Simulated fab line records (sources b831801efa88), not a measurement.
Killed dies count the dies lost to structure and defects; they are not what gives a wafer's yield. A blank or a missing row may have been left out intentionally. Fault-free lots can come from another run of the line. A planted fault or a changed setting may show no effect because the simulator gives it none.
A single fault, viewed from 2 desks + flow sky130 + each desk holds nothing but its own numbers, with what lay behind them at the end

== FOR THE TOOL OWNER'S DESK: pvd_sputter-01 ==
The tool's own readings at SKY_METAL1_SPUTTER_02 (material AlCu, target thk 250 nm, time 13.3 s): means of the sampled wafers that have a number, for each lot that ran on this tool. The brackets show how far a lot's mean lies from the usual mean; more than 4 standard deviations puts the lot out of limits, marked OUT.
Columns: A = throttle_valve_pct at SKY_METAL1_SPUTTER_02, usual 30.3 %
| lot  | first seen here | A    |
|------|-----------------|------|
| L452 | day 33 15:46    | 30.6 |
| L453 | day 33 23:24    | 30.5 |
| L454 | day 34 14:26    | 29.9 |
| L458 | day 35 14:51    | 30.0 |
| L459 | day 36 05:27    | 30.1 |
| L465 | day 37 16:47    | 30.0 |
| L467 | day 38 14:39    | 30.7 |
This desk's verdict: no lot among the 7 shows anything out of limits.

== METROLOGY DESK ==
Lot by lot, what the gauges showed, no matter which tool ran the lot: averages of those sampled wafers that carry a number. The brackets show how far a lot's mean lies from the usual mean; more than 4 standard deviations puts the lot out of limits, marked OUT.
Columns: A = cd_nm at SKY_VIA3_CD_MEAS_12, usual 200.2 nm
| lot  | first seen here | A     |
|------|-----------------|-------|
| L447 | day 39 15:26    | 201.4 |
| L449 | day 40 10:08    | 199.9 |
| L450 | day 40 20:39    | 202.6 |
| L451 | day 41 02:56    | 198.4 |
| L452 | day 41 09:46    | 199.3 |
| L453 | day 41 16:15    | 200.6 |
| L454 | day 42 07:16    | 199.4 |
| L456 | day 42 15:46    | 199.6 |
| L457 | day 42 19:59    | 200.2 |
| L458 | day 43 02:38    | 200.0 |
| L459 | day 43 15:10    | 201.2 |
| L465 | day 45 01:16    | 201.8 |
| L467 | day 45 18:50    | 201.5 |
This desk's verdict: no lot among the 13 shows anything out of limits.

== TAKEN TOGETHER ==
The desk of the tool owner found nothing out of limits.
The metrology desk saw nothing out of limits.

== WHAT HAD BEEN PUT IN BY THE SIMULATOR ==
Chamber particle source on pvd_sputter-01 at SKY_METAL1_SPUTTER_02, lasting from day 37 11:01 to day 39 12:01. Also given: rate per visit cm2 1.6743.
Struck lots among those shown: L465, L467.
